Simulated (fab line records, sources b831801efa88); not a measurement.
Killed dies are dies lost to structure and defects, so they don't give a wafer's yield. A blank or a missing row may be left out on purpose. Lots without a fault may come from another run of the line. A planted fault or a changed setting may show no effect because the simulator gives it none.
Chamber matching | flow sky130 | SKY_VIA3_CMP_24 on cmp-01: 4 sister chambers
The step polishes, stops on SiO2, t overpolish 20 s, target thk 0 nm. 8 wafers are shown with their chamber, then 12 later ones without.

WAFERS WITH THEIR CHAMBER
wafer  | chamber | motor_current_A (A) | time_to_endpoint_s (s)
L084.5 | 1       | 12.9                | 95
L089.4 | 1       | 12.2                | 96
L091.1 | 0       | 11.2                | 97
L091.4 | 3       | 8.3                 | 101
L091.6 | 2       | 13.8                | 95
L092.1 | 2       | 14.4                | 93
L092.2 | 3       | 9.0                 | 98
L092.6 | 0       | 10.7                | 95

WAFERS WITHOUT THEIR CHAMBER
wafer  | motor_current_A (A) | time_to_endpoint_s (s)
L094.2 | 12.3                | 104
L094.4 | 9.0                 | 95
L094.6 | 12.1                | 103
L096.1 | 8.9                 | 95
L096.2 | 11.0                | 98
L096.5 | 10.9                | 95
L095.4 | 10.9                | 94
L095.5 | 14.6                | 94
L095.6 | 8.7                 | 95
L097.2 | 12.4                | 100
L097.4 | 11.2                | 93
L097.5 | 14.7                | 94

WHICH CHAMBER EACH WENT THROUGH
wafer  | from the rows above     | in truth
L094.2 | can't be placed: 1 or 0 | 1
L094.4 | can't be placed: 3 or 0 | 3
L094.6 | can't be placed: 1 or 0 | 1
L096.1 | can't be placed: 3 or 0 | 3
L096.2 | 0                       | 0
L096.5 | 0                       | 0
L095.4 | 0                       | 0
L095.5 | 2                       | 2
L095.6 | 3                       | 3
L097.2 | can't be placed: 1 or 0 | 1
L097.4 | can't be placed: 0 or 1 | 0
L097.5 | 2                       | 2
Placed correctly: 6 of 12. Can't be placed from these rows: 6 (the true chamber is among the candidates in 6). Placed wrongly: 0.
How it was worked out, from the rows above alone: a wafer's distance from a chamber is the root of the sum, over the readings, of the square of ((its reading less the chamber's mean) divided by the reading's scatter). The wafer belongs to the nearest chamber; if the next one is less than 2 further off, it can't be placed. A chamber's mean is the mean of its shown wafers. The scatter: the root of (the sum of the squares of (reading less its chamber's mean) over the shown wafers, divided by (wafers less chambers)).
